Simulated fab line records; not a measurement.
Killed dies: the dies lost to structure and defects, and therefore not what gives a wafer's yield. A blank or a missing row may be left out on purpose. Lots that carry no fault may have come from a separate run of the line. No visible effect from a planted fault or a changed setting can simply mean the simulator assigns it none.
One fault seen from 2 desks :: flow sky130 :: each desk has only its own numbers; what lay behind them comes last

== TOOL OWNER'S DESK, implanter-03 ==
For each lot that ran on this tool, the mean over its sampled wafers that have a number, from the tool's own readings at SKY_VT_ADJUST_LVTN_IMPLANT_19. A lot is out of limits, marked OUT, if its mean lies more than 4 standard deviations from the usual mean; the brackets give that distance.
Columns: A = beamOnS at SKY_VT_ADJUST_LVTN_IMPLANT_19, usual 10.00 s; B = faradayCurrentUA at SKY_VT_ADJUST_LVTN_IMPLANT_19, usual 3.66
lot: L402
first seen here: day 10 12:26
A: 9.95
B: 3.68

lot: L412
first seen here: day 13 11:18
A: 11.55 (+8.2) OUT
B: 3.20 (-6.6) OUT

lot: L413
first seen here: day 13 15:06
A: 12.96 (+16) OUT
B: 2.81 (-12) OUT
This desk finds L412, L413 out of limits, L412 being first, at day 13 11:18 (beamOnS at SKY_VT_ADJUST_LVTN_IMPLANT_19). In limits: L402.

== AT THE METROLOGY DESK ==
Means of the sampled wafers that have a number, per lot and without regard to the tool the lot ran on: this is what the gauges read. A lot is out of limits, marked OUT, if its mean lies more than 4 standard deviations from the usual mean; the brackets give that distance.
Columns: A = DNWELL_TW at SKY_DNWELL_TW_MEAS_09, usual 1105; B = VT_ADJUST_LVTN_2_TW at SKY_VT_ADJUST_LVTN_TW_MEAS_21, usual 189.2; C = VT_ADJUST_HVTR_OVL at SKY_VT_ADJUST_HVTR_OVL_MEAS_08, usual -1.1 nm
lot: L392
first seen here: day 3 02:13
A: 1079
B: 188.5
C: 0.1

lot: L393
first seen here: day 3 08:17
A: 1097
B: 189.6
C: -2.0

lot: L395
first seen here: day 3 18:40
A: 1086
B: 187.9
C: -1.3

lot: L396
first seen here: day 4 01:34
A: 1095
B: 189.9
C: -3.2

lot: L397
first seen here: day 4 06:26
A: 1098
B: 190.4
C: -1.5

lot: L399
first seen here: day 4 18:47
A: 1111
B: 190.2
C: -0.4

lot: L400
first seen here: day 4 23:21
A: 1125
B: 187.5
C: -0.9

lot: L401
first seen here: day 5 03:38
A: 1100
B: 189.5
C: -1.5

lot: L402
first seen here: day 5 11:02
A: 1112
B: 188.7
C: -1.5

lot: L403
first seen here: day 5 15:33
A: 1105
B: 189.1
C: -1.9

lot: L404
first seen here: day 5 21:38
A: 1113
B: 188.0
C: -1.2

lot: L412
first seen here: day 7 15:53
A: 1115
B: 197.8 (+8.6) OUT
C: -0.3

lot: L413
first seen here: day 7 20:19
A: 1124
B: 202.3 (+13) OUT
C: -0.1
This desk finds L412, L413 out of limits, with the earliest case on L412 at day 13 11:33 (VT_ADJUST_LVTN_2_TW at SKY_VT_ADJUST_LVTN_TW_MEAS_21). In limits: L392, L393, L395, L396, L397, L399, L400, L401, L402, L403, L404.

== TAKEN TOGETHER ==
The tool owner's desk could have raised an alarm at day 13 11:18, on L412, L413.
The metrology desk could have raised an alarm at day 13 11:33, on L412, L413.
Of the lots named, all ran SKY_VT_ADJUST_LVTN_IMPLANT_19 on implanter-03.

== WHAT HAD BEEN PUT IN BY THE SIMULATOR ==
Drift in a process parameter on implanter-03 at SKY_VT_ADJUST_LVTN_IMPLANT_19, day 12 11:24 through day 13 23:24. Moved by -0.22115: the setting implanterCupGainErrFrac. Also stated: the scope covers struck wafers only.
Lots struck among those shown: L412, L413.
Fault start to first reading out of limits, in hours, per desk: tool owner, 24; metrology, 24.
